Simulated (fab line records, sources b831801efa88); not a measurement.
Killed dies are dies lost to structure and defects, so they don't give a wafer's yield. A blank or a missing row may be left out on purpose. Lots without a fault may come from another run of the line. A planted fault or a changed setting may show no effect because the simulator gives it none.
Which tool did it? | flow sky130 | 12 lots, 36 wafers sampled, at 6 steps of a route of 708

WHAT THE GAUGES READ, wafer by wafer
SKY_FIELD_ISO_THK_MEAS_23. Usual: FIELD_ISO_OXIDATION_01_THK 10.01 nm, standard deviation 0.21.
lot  | measured    | on            | FIELD_ISO_OXIDATION_01_THK (nm) | flag
L256 | day 2 14:25 | film_metro-03 | 10.26 10.07 10.26               |
L257 | day 2 18:59 | film_metro-02 | 10.02 9.96 9.95                 |
L258 | day 3 01:37 | film_metro-03 | 10.18 9.95 10.27                |
L259 | day 3 04:11 | film_metro-04 | 9.74 9.65 9.66                  |
L260 | day 3 10:40 | film_metro-04 | 9.90 9.95 9.85                  |
L263 | day 4 02:02 | film_metro-02 | 9.88 9.81 9.85                  |
L264 | day 4 08:23 | film_metro-04 | 10.09 10.04 10.02               |
L267 | day 4 22:13 | film_metro-04 | 10.06 10.04 10.03               |
L268 | day 5 03:27 | film_metro-02 | 9.88 9.82 9.84                  |
L273 | day 6 07:22 | film_metro-04 | 10.05 10.20 10.13               |
L274 | day 6 10:02 | film_metro-03 | 9.97 9.99 10.22                 |
L275 | day 6 14:19 | film_metro-03 | 10.49 10.37 10.35               |

SKY_PWDE_TW_MEAS_10. Usual: PWDE_TW 376.4, standard deviation 1.9.
lot  | measured    | on            | PWDE_TW           | flag
L256 | day 4 06:04 | film_metro-01 | 375.7 375.5 375.2 |
L257 | day 4 12:18 | film_metro-02 | 376.8 373.9 373.4 |
L258 | day 4 16:16 | film_metro-01 | 373.7 377.7 375.1 |
L259 | day 4 19:07 | film_metro-02 | 373.4 374.7 376.0 |
L260 | day 5 01:44 | film_metro-02 | 375.2 373.5 374.3 |
L263 | day 5 18:17 | film_metro-01 | 376.2 376.5 375.5 |
L264 | day 6 01:52 | film_metro-01 | 374.7 378.5 379.5 |
L267 | day 6 14:43 | film_metro-01 | 377.2 379.7 377.8 |
L268 | day 6 19:59 | film_metro-01 | 377.9 378.0 378.4 |
L273 | day 8 04:49 | film_metro-04 | 378.8 374.0 378.4 |
L274 | day 8 06:55 | film_metro-02 | 385.4 383.8 386.9 | OFF
L275 | day 8 10:03 | film_metro-04 | 388.0 389.5 386.9 | OFF

SKY_NWELL_RS_MEAS_31: measures by four-point-probe. Usual: PWDE_RS 5275 ohm/sq, standard deviation 22.
lot  | measured     | on            | PWDE_RS (ohm/sq) | flag
L256 | day 5 16:04  | film_metro-02 | 5301 5286 5315   |
L257 | day 6 00:29  | film_metro-02 | 5286 5299 5279   |
L258 | day 6 04:17  | film_metro-02 | 5281 5284 5265   |
L259 | day 6 08:17  | film_metro-01 | 5287 5271 5268   |
L260 | day 6 14:26  | film_metro-04 | 5246 5241 5237   |
L263 | day 7 08:41  | film_metro-01 | 5319 5289 5310   |
L264 | day 7 17:11  | film_metro-04 | 5301 5290 5294   |
L267 | day 8 07:37  | film_metro-04 | 5263 5257 5265   |
L268 | day 8 13:32  | film_metro-02 | 5309 5309 5302   |
L273 | day 10 00:48 | film_metro-04 | 5269 5275 5277   |
L274 | day 10 03:08 | film_metro-01 | 4894 4914 4896   | OFF
L275 | day 10 06:16 | film_metro-02 | 4900 4904 4896   | OFF

SKY_VT_ADJUST_LVTN_OVL_MEAS_18. Usual: VT_ADJUST_LVTN_01_OVL 0.6 nm, standard deviation 1.5.
lot  | measured     | on         | VT_ADJUST_LVTN_01_OVL (nm) | flag
L256 | day 8 02:19  | overlay-02 | 1.8 1.7 2.1                |
L257 | day 8 11:50  | overlay-01 | 0.1 -0.9 -1.2              |
L258 | day 8 14:49  | overlay-02 | -0.6 0.5 0.6               |
L259 | day 8 19:10  | overlay-01 | 1.4 0.8 -1.0               |
L260 | day 9 04:22  | overlay-02 | 0.8 0.7 -0.3               |
L263 | day 10 00:12 | overlay-01 | 1.8 0.9 1.9                |
L264 | day 10 08:52 | overlay-01 | 0.2 1.6 1.4                |
L267 | day 11 02:59 | overlay-01 | -0.2 -1.1 -0.5             |
L268 | day 11 09:26 | overlay-01 | 1.9 1.8 1.9                |
L273 | day 13 01:29 | overlay-01 | 0.2 -0.8 -0.1              |
L274 | day 13 03:52 | overlay-02 | 1.0 1.4 0.1                |
L275 | day 13 07:04 | overlay-01 | 1.2 2.3 0.5                |

WHICH TOOL RAN EACH LOT (tool, then ch and the chambers of the sampled wafers, then the start)
lot  | SKY_FIELD_ISO_ETCH_17           | SKY_PWDE_IMPLANT_08
L256 | rie_si-02 ch 0,1,2, day 2 10:32 | implanter-02 ch 0, day 4 05:50
L257 | rie_si-02 ch 1,2,3, day 2 15:32 | implanter-01 ch 0, day 4 12:03
L258 | rie_si-02 ch 0,3, day 2 20:26   | implanter-02 ch 0, day 4 16:02
L259 | rie_si-01 ch 1,2, day 3 00:47   | implanter-03 ch 0, day 4 18:52
L260 | rie_si-02 ch 0,1, day 3 08:53   | implanter-01 ch 0, day 5 01:29
L263 | rie_si-01 ch 0,1,3, day 4 00:29 | implanter-01 ch 0, day 5 18:04
L264 | rie_si-01 ch 0,3, day 4 05:44   | implanter-03 ch 0, day 6 01:37
L267 | rie_si-02 ch 0,1,2, day 4 20:31 | implanter-01 ch 0, day 6 14:28
L268 | rie_si-01 ch 1,2,3, day 5 01:05 | implanter-03 ch 0, day 6 19:44
L273 | rie_si-01 ch 1,2,3, day 6 05:38 | implanter-02 ch 0, day 8 04:34
L274 | rie_si-01 ch 0,1,3, day 6 08:31 | implanter-01 ch 0, day 8 06:40
L275 | rie_si-02 ch 0,1, day 6 12:47   | implanter-01 ch 0, day 8 09:49
- SKY_FIELD_ISO_ETCH_17: etches Si in HBr/Cl2/O2, target depth 342 nm, time 97.7 s.
- SKY_PWDE_IMPLANT_08

WHAT THE TOOLS THEMSELVES READ (means of the sampled wafers that have a number; where no wafer has one, the mark that the record gives instead)
SKY_FIELD_ISO_ETCH_17. Usual: drypump_motor_current_A 5.72 A, standard deviation 0.24; oes_product_au 1.005 a.u., standard deviation 0.007; throttle_valve_pct 25.654 %, standard deviation 0.0091.
lot  | tool      | drypump_motor_current_A (A) | oes_product_au (a.u.) | throttle_valve_pct (%) | flag
L256 | rie_si-02 | 5.71                        | 0.999                 | 25.653                 |
L257 | rie_si-02 | 5.73                        | 0.998                 | 25.661                 |
L258 | rie_si-02 | 5.67                        | 1.006                 | 25.653                 |
L259 | rie_si-01 | 5.96                        | 0.995                 | 25.654                 |
L260 | rie_si-02 | 5.50                        | 1.012                 | 25.655                 |
L263 | rie_si-01 | 5.77                        | 1.013                 | 25.649                 |
L264 | rie_si-01 | 5.72                        | 1.011                 | 25.654                 |
L267 | rie_si-02 | 5.71                        | 1.005                 | 25.666                 |
L268 | rie_si-01 | 5.74                        | 1.004                 | 25.656                 |
L273 | rie_si-01 | 5.75                        | 0.997                 | 25.650                 |
L274 | rie_si-01 | 5.76                        | 1.009                 | 25.652                 |
L275 | rie_si-02 | 5.59                        | 1.002                 | 25.658                 |

SKY_PWDE_IMPLANT_08. Usual: dose_ions_cm2 3.601e+12, standard deviation 3.7e+09; faraday_current_uA 20.4, standard deviation 0.42.
lot  | tool         | dose_ions_cm2 | faraday_current_uA | flag
L256 | implanter-02 | 3.598e+12     | 20.1               |
L257 | implanter-01 | 3.601e+12     | 20.1               |
L258 | implanter-02 | 3.599e+12     | 20.2               |
L259 | implanter-03 | 3.598e+12     | 20.8               |
L260 | implanter-01 | 3.598e+12     | 20.7               |
L263 | implanter-01 | 3.605e+12     | 19.7               |
L264 | implanter-03 | 3.597e+12     | 20.7               |
L267 | implanter-01 | 3.603e+12     | 20.2               |
L268 | implanter-03 | 3.604e+12     | 20.5               |
L273 | implanter-02 | 3.599e+12     | 20.2               |
L274 | implanter-01 | 3.942e+12     | 22.2               | OFF
L275 | implanter-01 | 3.944e+12     | 22.3               | OFF

THE ANSWER, worked out from the rows above alone
Rule: a lot is off if the mean of its wafers that have a number lies more than 3 standard deviations from the usual mean. A lot without any number at a reading at which 4 lots or more have one is off too. The other lots that the step has rows for count as sound. The gauges are gone through in route order, then the tools' own readings, and for those a lot's mean is taken as printed above. The first step at which some lot is off is used, and at that step the reading that is off furthest; a lot without a number counts as furthest.
Off: L274, L275, at SKY_PWDE_TW_MEAS_10 (PWDE_TW).
A tool fits if, at a process step before that reading, it ran every lot that is off, and no sound lot after the first of them. The gauges at SKY_PWDE_TW_MEAS_10 aren't tried: what is off there is off at SKY_PWDE_IMPLANT_08 too, on other tools, and a gauge's error can't cause that. One fits: implanter-01 at SKY_PWDE_IMPLANT_08. Its last sound lot is L267 (day 6 14:28), its first lot that is off L274 (day 8 06:40): a fault that began between those two fits.
The tool's own readings at SKY_PWDE_IMPLANT_08 bear it out: on the lots that are off they differ by more than 5 times the standard deviation of the sound lots' means. dose_ions_cm2 reads 3.943e+12 there against 3.600e+12 on the sound lots; faraday_current_uA reads 22.2 there against 20.3 on the sound lots.

WHAT THE SIMULATOR HAD PUT IN
Process parameter drift: implanter-01, from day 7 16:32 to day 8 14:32, at SKY_PWDE_IMPLANT_08. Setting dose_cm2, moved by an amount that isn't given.
Lots struck among those shown: L274, L275. The rule above found the same.
